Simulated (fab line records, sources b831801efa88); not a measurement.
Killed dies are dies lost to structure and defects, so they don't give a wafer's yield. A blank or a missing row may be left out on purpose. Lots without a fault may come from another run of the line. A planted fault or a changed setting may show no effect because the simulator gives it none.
fab line records | flow sfq_line | part 1 of 2: steps 1 to 24 of 33
record lots=5 wafers=15 last_day=77
route steps=325 shown M0@38 I0@43 M1@58
lots that met no fault: from a run of the same line without faults
start_h: hours from the record's first day to the start of the lot's first wafer shown | wait_h: hours since the lot's step before | " the same as in the row above | L1.1+2: a row that stands for several wafers | - no value, or no start given | * or withheld: withheld | < > ~ a bound
route shown NAME@n: a module of which the file shows steps, and the number in the route of the first | usual: mean/standard deviation of fault-free wafers | same: alike in all rows | chamber/n: place in a boat | sites: the reading at each site | _std_site: their standard deviation | _edge_site: outer sites' mean less inner sites' | radius_mm: how far each site lies from the wafer's centre | mask NAME#n: copy n | behind: the tool/chamber that last shaped the wafer | hold: why the lot was held/for how many hours/how that ended | device: the transistor (n, p or np) that didn't switch | end of line: the same wafers' tests at the end of the route | a step without rows: its recipe alone | killed: dies lost to structure and defects at the first sort, not the wafer's yield | map: a wafer's dies, x killed, . not, _ none there
set.NAME: the setting as run; set.NAME@STEP: as run at that earlier step | model.NAME: the simulator's own value behind a step, which no gauge read
lots at some steps of the route; a table a step, a row a wafer
services: from which hour (start_h, from the record's first day; less than 0 if before it) a tool's chamber was out of use, for how many hours, and why
## steps
# step SFQ_M0_OVL_MEAS_906
# usual M0_OVL=2/6.7
# columns lot.wafer tool chamber start_h wait_h M0_OVL[nm]
L075.1 overlay-01 - 179.38 0.1 19
L075.4 " - " " 19
L075.5 " - " " 12
L076.1 overlay-01 - 192.47 0.1 9
L076.4 " - " " 1
L076.5 " - " " 9
L080.2 overlay-02 - 216.28 0.1 10
L080.3 " - " " 0
L080.6 " - " " 9
L089.1 overlay-01 - 272.22 0.1 1
L089.2 " - " " -7
L089.5 " - " " 2
L091.2 overlay-02 - 287.83 0.1 -3
L091.5 " - " " -2
L091.6 " - " " 4
# step SFQ_TRILAYER_M0_BARC_OPEN_METAL_ETCH_031
# recipe mask_material=PR chemistry=O2 target_depth_nm=125 target=BARC icp_w=600 bias_w=80 pressure_mtorr=10 time_s=41.7
# usual drypump_motor_current_A=5.93/0.28 oes_product_au=0.685/0.0047
# columns lot.wafer tool chamber start_h wait_h drypump_motor_current_A oes_product_au rf_hours_counter_h
L075.1 rie_metal-04 0 179.42 0.0 5.84 0.683 19
L075.4 " 1 " " 6.09 0.684 -
L075.5 " 1 " " 6.08 0.681 -
L076.1 rie_metal-01 1 192.51 0.0 6.31 0.690 3
L076.4 " 0 " " 6.20 0.682 -
L076.5 " 0 " " 6.20 0.682 -
L080.2 rie_metal-01 1 216.31 0.0 6.33 0.689 8
L080.3 " 1 " " 6.32 0.690 -
L080.6 " 1 " " 6.30 0.684 -
L089.1 rie_metal-02 1 272.26 0.0 5.78 0.684 34
L089.2 " 0 " " 5.55 0.689 127
L089.5 " 0 " " 5.59 0.682 -
L091.2 rie_metal-04 1 287.86 0.0 6.06 0.687 69
L091.5 " 1 " " 6.11 0.689 -
L091.6 " 0 " " 5.84 0.685 -
# step SFQ_TRILAYER_M0_ETCH_METAL_ETCH_024
# recipe target=Nb stop_on=SiO2 mask_material=PR chemistry=Cl2/Ar target_depth_nm=240 icp_w=600 bias_w=80 pressure_mtorr=10 time_s=120
# usual drypump_motor_current_A=5.93/0.28 oes_product_au=0.898/0.0084
# columns lot.wafer tool chamber start_h wait_h drypump_motor_current_A oes_product_au rf_hours_counter_h
L075.1 rie_metal-04 0 179.48 0.0 5.83 0.909 19
L075.4 " 1 " " 6.10 0.902 -
L075.5 " 1 " " 6.10 0.902 -
L076.1 rie_metal-01 1 192.57 0.0 6.30 0.895 3
L076.4 " 0 " " 6.24 0.876 -
L076.5 " 0 " " 6.23 0.883 -
L080.2 rie_metal-01 1 216.37 0.0 6.33 0.901 8
L080.3 " 1 " " 6.34 0.905 -
L080.6 " 1 " " 6.35 0.898 -
L089.1 rie_metal-02 1 272.32 0.0 5.76 0.898 34
L089.2 " 0 " " 5.57 0.905 127
L089.5 " 0 " " 5.56 0.904 -
L091.2 rie_metal-04 1 287.92 0.0 6.07 0.901 69
L091.5 " 1 " " 6.07 0.891 -
L091.6 " 0 " " 5.85 0.895 -
# step SFQ_TRILAYER_M0_STRIP_STRIP_025
# recipe gas=O2 power_w=200 platen_temp_c=40 overash_fraction=0.65 chemistry=O2 pressure_mtorr=50
# usual drypump_motor_current_A=5.93/0.28 oes_product_au=0.998/0.012
# columns lot.wafer tool chamber start_h wait_h drypump_motor_current_A oes_product_au rf_hours_counter_h
L075.1 rie_metal-04 0 179.60 0.1 5.87 0.982 19
L075.4 " 1 " " 6.06 0.996 -
L075.5 " 1 " " 6.06 0.998 -
L076.1 rie_metal-01 1 192.70 0.1 6.34 0.965 3
L076.4 " 0 " " 6.20 0.973 -
L076.5 " 0 " " 6.20 0.977 -
L080.2 rie_metal-01 1 216.50 0.1 6.31 0.990 8
L080.3 " 1 " " 6.31 0.990 -
L080.6 " 1 " " 6.29 0.999 -
L089.1 rie_metal-02 1 272.45 0.1 5.76 1.002 34
L089.2 " 0 " " 5.58 1.001 127
L089.5 " 0 " " 5.59 0.979 -
L091.2 rie_metal-04 1 288.05 0.1 6.05 1.000 70
L091.5 " 1 " " 6.07 0.997 -
L091.6 " 0 " " 5.84 0.993 -
# step SFQ_TRILAYER_M0_STRIP_SOLV_CLEAN_026
# recipe chemistry=NMP temp_c=70 time_s=600
# usual temp_c=70.00/0.12
# columns lot.wafer tool chamber start_h wait_h temp_c
L075.1 wet_bench-04 0 180.20 0.4 69.88
L075.4 " 6 " " 70.04
L075.5 " 5 " " 69.97
L076.1 wet_bench-03 5 193.30 0.4 70.05
L076.4 " 7 " " 69.97
L076.5 " 2 " " 70.04
L080.2 wet_bench-04 0 217.10 0.4 70.04
L080.3 " 1 " " 69.98
L080.6 " 6 " " 70.20
L089.1 wet_bench-03 1 273.05 0.4 69.78
L089.2 " 0 " " 69.75
L089.5 " 6 " " 70.06
L091.2 wet_bench-03 3 288.65 0.4 69.82
L091.5 " 2 " " 70.05
L091.6 " 4 " " 70.00
# step SFQ_TRILAYER_I0_DEP_PECVD_027
# recipe material=SiO2 temp_c=150 time_s=111.11 pressure_torr=2.4 rf_w=183.3 precursor=SiH4/N2O target_thk_nm=500
# usual chamber_pressure_Torr=2.400/0.0044 heater_power_w=77/14 throttle_valve_pct=25.0/1.7
# columns lot.wafer tool chamber start_h wait_h chamber_pressure_Torr heater_power_w throttle_valve_pct
L075.1 pecvd-02 1 180.38 0.0 2.400 71 28.3
L075.4 " 1 " " 2.403 60 28.8
L075.5 " 0 " " 2.400 49 26.5
L076.1 pecvd-04 2 193.47 0.0 2.403 102 25.2
L076.4 " 1 " " 2.401 73 23.9
L076.5 " 2 " " 2.405 85 25.0
L080.2 pecvd-03 1 217.27 0.0 2.401 96 27.0
L080.3 " 0 " " 2.393 82 23.3
L080.6 " 1 " " 2.393 99 27.0
L089.1 pecvd-02 2 273.22 0.0 2.403 69 23.7
L089.2 " 0 " " 2.406 50 23.0
L089.5 " 2 " " 2.400 72 23.3
L091.2 pecvd-02 1 288.82 0.0 2.402 59 24.0
L091.5 " 2 " " 2.397 66 23.7
L091.6 " 0 " " 2.400 56 22.9
# step SFQ_TRILAYER_I0_CMP_CMP_028
# recipe material=SiO2 down_force_psi=3 platen_rpm=60 pad_velocity_m_s=0.94248
# usual motor_current_A=10.7/1 time_to_endpoint_s=211/8.2
# columns lot.wafer tool chamber start_h wait_h motor_current_A time_to_endpoint_s
L075.1 cmp-02 2 187.94 7.5 9.7 218
L075.4 " 3 " " 10.3 202
L075.5 " 2 189.94 9.5 9.5 216
L076.1 cmp-01 2 201.04 7.5 10.9 197
L076.4 " 3 " " 11.3 215
L076.5 " 2 203.04 9.5 10.4 213
L080.2 cmp-01 2 224.54 7.2 11.3 201
L080.3 " 3 " " 11.1 207
L080.6 " 2 226.54 9.2 10.5 206
L089.1 cmp-01 3 280.04 6.8 10.8 219
L089.2 " 1 281.04 7.8 12.3 217
L089.5 " 2 " " 10.6 208
L091.2 cmp-01 3 292.04 3.2 10.5 217
L091.6 " 2 293.54 4.6 11.2 208
L091.5 " 3 " " 11.2 217
# step SFQ_I0_BOW_MEAS_907
# recipe mode=bow
# usual I0_BOW=1/6.7
# columns lot.wafer tool chamber start_h wait_h I0_BOW[um]
L075.1 film_metro-04 - 190.44 2.0 8
L075.4 " - " " 5
L075.5 " - " " 1
L076.1 film_metro-03 - 203.54 2.0 -8
L076.4 " - " " -1
L076.5 " - " " -6
L080.2 film_metro-01 - 227.56 2.5 8
L080.3 " - " " 2
L080.6 " - " " 1
L089.1 film_metro-04 - 282.54 2.0 4
L089.2 " - " " -1
L089.5 " - " " -5
L091.2 film_metro-04 - 294.56 2.0 -11
L091.5 " - " " -2
L091.6 " - " " 4
# step SFQ_TRILAYER_I0_METRO_MEASURE_029
# usual thk_nm=199.5/1.4
# columns lot.wafer tool chamber start_h wait_h thk_nm
L075.1 film_metro-04 - 190.56 0.1 199.4
L075.4 " - " " 199.1
L075.5 " - " " 201.0
L076.1 film_metro-03 - 203.66 0.1 199.4
L076.4 " - " " 200.7
L076.5 " - " " 199.8
L080.2 film_metro-01 - 227.86 0.3 198.5
L080.3 " - " " 200.5
L080.6 " - " " 199.6
L089.1 film_metro-04 - 282.66 0.1 198.8
L089.2 " - " " 201.0
L089.5 " - " " 196.7
L091.2 film_metro-04 - 294.86 0.3 201.2
L091.5 " - " " 199.6
L091.6 " - " " 199.2
# step SFQ_TRILAYER_I0_VIA_LITHO_COAT_036
# recipe resist=BARC spin_rpm=3000 resist_thk_nm=62
# usual chill_plate_temp_C=23.00/0.11
# columns lot.wafer tool chamber start_h wait_h chill_plate_temp_C
L075.1 litho_track-01 0 191.76 1.0 23.02
L075.4 " 0 " " 23.15
L075.5 " 0 " " 23.07
L076.1 litho_track-02 0 204.86 1.0 23.00
L076.4 " 0 " " 22.98
L076.5 " 0 " " 22.88
L080.2 litho_track-04 0 228.91 0.8 23.12
L080.3 " 0 " " 22.87
L080.6 " 0 " " 22.98
L089.1 litho_track-01 0 283.86 1.0 23.07
L089.2 " 0 " " 23.09
L089.5 " 0 " " 22.99
L091.2 litho_track-02 0 295.91 0.8 22.92
L091.5 " 0 " " 22.93
L091.6 " 0 " " 23.02
# step SFQ_TRILAYER_I0_VIA_LITHO_COAT_031
# recipe resist=KrF spin_rpm=3000 resist_thk_nm=650
# usual chill_plate_temp_C=22.99/0.11
# columns lot.wafer tool chamber start_h wait_h chill_plate_temp_C
L075.1 litho_track-01 0 192.06 0.2 23.04
L075.4 " 0 " " 23.03
L075.5 " 0 " " 23.11
L076.1 litho_track-02 0 205.16 0.2 23.13
L076.4 " 0 " " 23.02
L076.5 " 0 " " 23.00
L080.2 litho_track-04 0 229.21 0.2 22.98
L080.3 " 0 " " 22.94
L080.6 " 0 " " 22.79
L089.1 litho_track-01 0 284.16 0.2 22.73
L089.2 " 0 " " 23.00
L089.5 " 0 " " 23.04
L091.2 litho_track-02 0 296.21 0.2 23.00
L091.5 " 0 " " 23.13
L091.6 " 0 " " 23.15
# step SFQ_TRILAYER_I0_VIA_LITHO_SOFTBAKE_035
# recipe temp_c=withheld time_s=withheld resist=KrF
# usual chill_plate_temp_C=*
# columns lot.wafer tool chamber start_h wait_h chill_plate_temp_C
L075.1 litho_track-01 0 192.36 0.2 *
L075.4 " 0 " " *
L075.5 " 0 " " *
L076.1 litho_track-02 0 205.46 0.2 *
L076.4 " 0 " " *
L076.5 " 0 " " *
L080.2 litho_track-04 0 229.49 0.2 *
L080.3 " 0 " " *
L080.6 " 0 " " *
L089.1 litho_track-01 0 284.46 0.2 *
L089.2 " 0 " " *
L089.5 " 0 " " *
L091.2 litho_track-02 0 296.49 0.2 *
L091.5 " 0 " " *
L091.6 " 0 " " *
# step SFQ_TRILAYER_I0_VIA_LITHO_EXPOSE_032
# recipe mask_id=I0 na=0.6 source_shape=conventional sigma_outer=0.65 target_cd_nm=500 dose_mj=21.3
# same sigma_outer=0.65
# columns lot.wafer tool chamber start_h wait_h mask
L075.1+4+5 krf_scanner-02 0 230.00 - I0#0
L076.1+4+5 krf_scanner-02 0 243.20 - I0#0
L080.2+3+6 krf_scanner-02 0 284.18 - I0#0
L089.1+2+5 krf_scanner-02 0 341.48 - I0#0
L091.2+5+6 krf_scanner-02 0 356.08 - I0#0
# step SFQ_TRILAYER_I0_VIA_LITHO_PEB_034
# recipe peb_temp_c=115 peb_time_s=60 resist=KrF
# usual chill_plate_temp_C=23.01/0.093 plate_temp_C=115.02/0.14
# columns lot.wafer tool chamber start_h wait_h chill_plate_temp_C plate_temp_C
L075.1 litho_track-01 0 231.20 1.0 22.86 115.05
L075.4 " 0 " " 22.97 115.01
L075.5 " 0 " " 23.02 115.20
L076.1 litho_track-01 0 244.40 1.0 23.03 115.15
L076.4 " 0 " " 23.05 115.04
L076.5 " 0 " " 23.13 115.22
L080.2 litho_track-01 0 285.20 0.8 22.82 115.17
L080.3 " 0 " " 23.03 115.08
L080.6 " 0 " " 22.81 115.05
L089.1 litho_track-04 0 342.68 1.0 23.00 115.02
L089.2 " 0 " " 22.83 115.08
L089.5 " 0 " " 23.09 114.95
L091.2 litho_track-04 0 357.10 0.8 23.18 115.10
L091.5 " 0 " " 23.08 114.94
L091.6 " 0 " " 23.04 114.77
# step SFQ_TRILAYER_I0_VIA_LITHO_DEVELOP_033
# recipe time_s=60 resist=KrF
# usual chill_plate_temp_C=23.00/0.11
# columns lot.wafer tool chamber start_h wait_h chill_plate_temp_C
L075.1 litho_track-01 0 231.35 0.1 22.97
L075.4 " 0 " " 23.12
L075.5 " 0 " " 23.28
L076.1 litho_track-01 0 244.55 0.1 22.85
L076.4 " 0 " " 22.99
L076.5 " 0 " " 23.05
L080.2 litho_track-01 0 285.35 0.1 22.92
L080.3 " 0 " " 22.95
L080.6 " 0 " " 23.01
L089.1 litho_track-04 0 342.83 0.1 23.08
L089.2 " 0 " " 23.03
L089.5 " 0 " " 22.94
L091.2 litho_track-04 0 357.25 0.1 22.92
L091.5 " 0 " " 22.98
L091.6 " 0 " " 22.93
# step SFQ_I0_OVL_MEAS_908
# usual I0_OVL=2/5.5
# columns lot.wafer tool chamber start_h wait_h I0_OVL[nm]
L075.1 overlay-01 - 231.50 0.1 -1
L075.4 " - " " 7
L075.5 " - " " -3
L076.1 overlay-02 - 244.70 0.1 9
L076.4 " - " " -3
L076.5 " - " " 8
L080.2 overlay-01 - 285.49 0.1 11
L080.3 " - " " 9
L080.6 " - " " 8
L089.1 overlay-01 - 342.98 0.1 7
L089.2 " - " " 8
L089.5 " - " " 9
L091.2 overlay-01 - 357.39 0.1 13
L091.5 " - " " 3
L091.6 " - " " 11
# step SFQ_TRILAYER_I0_VIA_BARC_OPEN_VIA_ETCH_046
# recipe mask_material=PR chemistry=O2 target_depth_nm=125 target=BARC source_w=500 bias_w=80 pressure_mtorr=30 time_s=41.7
# usual drypump_motor_current_A=5.9/0.55 oes_product_au=0.686/0.0045
# columns lot.wafer tool chamber start_h wait_h drypump_motor_current_A oes_product_au rf_hours_counter_h
L075.1 rie_diel-03 3 231.53 0.0 4.9 0.686 85
L075.4 " 2 " " 6.2 0.689 111
L075.5 " 1 " " 6.3 0.684 -
L076.1 rie_diel-01 0 244.73 0.0 4.9 0.681 27
L076.4 " 2 " " 6.3 0.686 105
L076.5 " 0 " " 4.9 0.677 -
L080.2 rie_diel-04 3 285.52 0.0 5.7 0.684 0
L080.3 " 2 " " 6.7 0.679 9
L080.6 " 3 " " 5.7 0.686 -
L089.1 rie_diel-04 3 343.02 0.0 5.7 0.687 2
L089.2 " 2 " " 6.7 0.684 11
L089.5 " 1 " " 5.6 0.690 -
L091.2 rie_diel-01 3 357.42 0.0 5.9 0.680 49
L091.5 " 1 " " 6.0 0.695 -
L091.6 " 0 " " 4.9 0.685 -
# step SFQ_TRILAYER_I0_VIA_ETCH_VIA_ETCH_034
# recipe target=SiO2 stop_on=Nb mask_material=PR taper_deg=20 chemistry=CHF3 target_depth_nm=260 source_w=500 bias_w=80 pressure_mtorr=30 time_s=withheld
# usual drypump_motor_current_A=5.9/0.54 oes_product_au=0.853/0.0057
# columns lot.wafer tool chamber start_h wait_h drypump_motor_current_A oes_product_au
L075.1 rie_diel-03 3 231.57 0.0 4.9 0.855
L075.4 " 2 " " 6.3 0.851
L075.5 " 1 " " 6.4 0.857
L076.1 rie_diel-01 0 244.77 0.0 4.9 0.855
L076.4 " 2 " " 6.3 0.849
L076.5 " 0 " " 4.9 0.849
L080.2 rie_diel-04 3 285.56 0.0 5.7 0.851
L080.3 " 2 " " 6.7 0.861
L080.6 " 3 " " 5.7 0.855
L089.1 rie_diel-04 3 343.06 0.0 5.7 0.852
L089.2 " 2 " " 6.7 0.864
L089.5 " 1 " " 5.7 0.851
L091.2 rie_diel-01 3 357.46 0.0 5.9 0.859
L091.5 " 1 " " 6.0 0.853
L091.6 " 0 " " 4.9 0.856
# step SFQ_TRILAYER_I0_VIA_STRIP_STRIP_035
# recipe gas=O2 power_w=200 platen_temp_c=40 overash_fraction=0.65 chemistry=O2 pressure_mtorr=50
# usual drypump_motor_current_A=6.0/0.31 oes_product_au=0.995/0.011
# columns lot.wafer tool chamber start_h wait_h drypump_motor_current_A oes_product_au rf_hours_counter_h
L075.1 rie_metal-03 0 231.69 - 5.9 0.999 28
L075.4 " 1 " " 6.6 0.986 -
L075.5 " 1 " " 6.6 0.980 -
L076.1 rie_metal-02 0 244.89 - 5.5 0.997 122
L076.4 " 0 " " 5.6 0.993 -
L076.5 " 0 " " 5.6 0.991 -
L080.2 rie_metal-03 0 285.87 - 5.9 0.998 -
L080.3 " 0 " " 5.9 0.989 -
L080.6 " 0 " " 5.9 1.002 -
L089.1 rie_metal-04 0 343.17 - 5.9 0.982 43
L089.2 " 1 " " 6.1 0.991 78
L089.5 " 0 " " 5.9 0.971 -
L091.2 rie_metal-02 0 357.57 - 5.5 1.006 144
L091.5 " 1 " " 5.8 0.993 -
L091.6 " 0 " " 5.6 1.009 -
# step SFQ_TRILAYER_I0_VIA_STRIP_SOLV_CLEAN_036
# recipe chemistry=NMP temp_c=70 time_s=600
# usual temp_c=69.98/0.11
# columns lot.wafer tool chamber start_h wait_h temp_c
L075.1 wet_bench-02 1 232.29 0.4 69.99
L075.4 " 4 " " 69.91
L075.5 " 6 " " 70.03
L076.1 wet_bench-03 0 245.49 0.4 70.05
L076.4 " 1 " " 70.03
L076.5 " 3 " " 69.89
L080.2 wet_bench-04 7 286.87 0.8 69.93
L080.3 " 2 " " 69.92
L080.6 " 4 " " 70.09
L089.1 wet_bench-03 0 343.77 0.4 69.89
L089.2 " 4 " " 70.04
L089.5 " 1 " " 69.99
L091.2 wet_bench-02 4 358.17 0.4 70.04
L091.5 " 6 " " 69.96
L091.6 " 0 " " 70.10
# step SFQ_TRILAYER_M1_DEP_PRE_CLEAN_038
# recipe gas=Ar time_s=22.5 bias_v=250
# columns lot.wafer tool chamber start_h wait_h
L075.1+4+5 pvd_sputter-03 - 232.46 0.0
L076.1+4+5 pvd_sputter-05 - 245.66 0.0
L080.2+3+6 pvd_sputter-03 - 287.04 0.0
L089.1+2+5 pvd_sputter-06 - 343.94 0.0
L091.2+5+6 pvd_sputter-05 - 358.34 0.0
# step SFQ_TRILAYER_M1_DEP_SPUTTER_037
# recipe material=Nb base_pressure_pa=1.33e-06 chamber_pressure_pa=0.1333 substrate_temp_c=20 resputter_cathode_voltage_v=400 target_thk_nm=200 power_w=2000 time_s=133.3
# usual throttle_valve_pct=29.9/0.74
# columns lot.wafer tool chamber start_h wait_h throttle_valve_pct
L075.1 pvd_sputter-03 - 232.49 0.0 31.0
L075.4 " - " " 29.7
L075.5 " - " " 31.3
L076.1 pvd_sputter-05 - 245.69 0.0 30.3
L076.4 " - " " 29.7
L076.5 " - " " 29.7
L080.2 pvd_sputter-03 - 287.07 0.0 29.8
L080.3 " - " " 31.3
L080.6 " - " " 30.9
L089.1 pvd_sputter-06 - 343.98 0.0 30.0
L089.2 " - " " 29.9
L089.5 " - " " 30.0
L091.2 pvd_sputter-05 - 358.37 0.0 30.2
L091.5 " - " " 29.8
L091.6 " - " " 29.6
# step SFQ_M1_RS_MEAS_909
# recipe thk_meas_gauge=four-point-probe reads=Nb_of_TRILAYER_M1_DEP_SPUTTER_037
# usual M1_NB_RS=0.900/0.017
# columns lot.wafer tool chamber start_h wait_h M1_NB_RS[ohm/sq]
L075.1 film_metro-03 - 232.58 0.0 0.912
L075.4 " - " " 0.897
L075.5 " - " " 0.893
L076.1 film_metro-04 - 245.78 0.0 0.881
L076.4 " - " " 0.881
L076.5 " - " " 0.858
L080.2 film_metro-02 - 287.18 0.1 0.894
L080.3 " - " " 0.889
L080.6 " - " " 0.911
L089.1 film_metro-04 - 344.07 0.0 0.919
L089.2 " - " " 0.903
L089.5 " - " " 0.919
L091.2 film_metro-03 - 358.48 0.1 0.891
L091.5 " - " " 0.898
L091.6 " - " " 0.899
# step SFQ_TRILAYER_M1_LITHO_COAT_044
# recipe resist=BARC spin_rpm=3000 resist_thk_nm=62
# usual chill_plate_temp_C=23.01/0.096
# columns lot.wafer tool chamber start_h wait_h chill_plate_temp_C
L075.1 litho_track-01 0 232.76 0.1 22.92
L075.4 " 0 " " 22.97
L075.5 " 0 " " 22.76
L076.1 litho_track-03 0 245.96 0.1 22.85
L076.4 " 0 " " 22.83
L076.5 " 0 " " 23.08
L080.2 litho_track-04 0 287.39 0.1 22.92
L080.3 " 0 " " 23.02
L080.6 " 0 " " 23.04
L089.1 litho_track-01 0 344.25 0.1 23.13
L089.2 " 0 " " 23.04
L089.5 " 0 " " 23.06
L091.2 litho_track-01 0 358.69 0.1 23.18
L091.5 " 0 " " 23.06
L091.6 " 0 " " 22.97
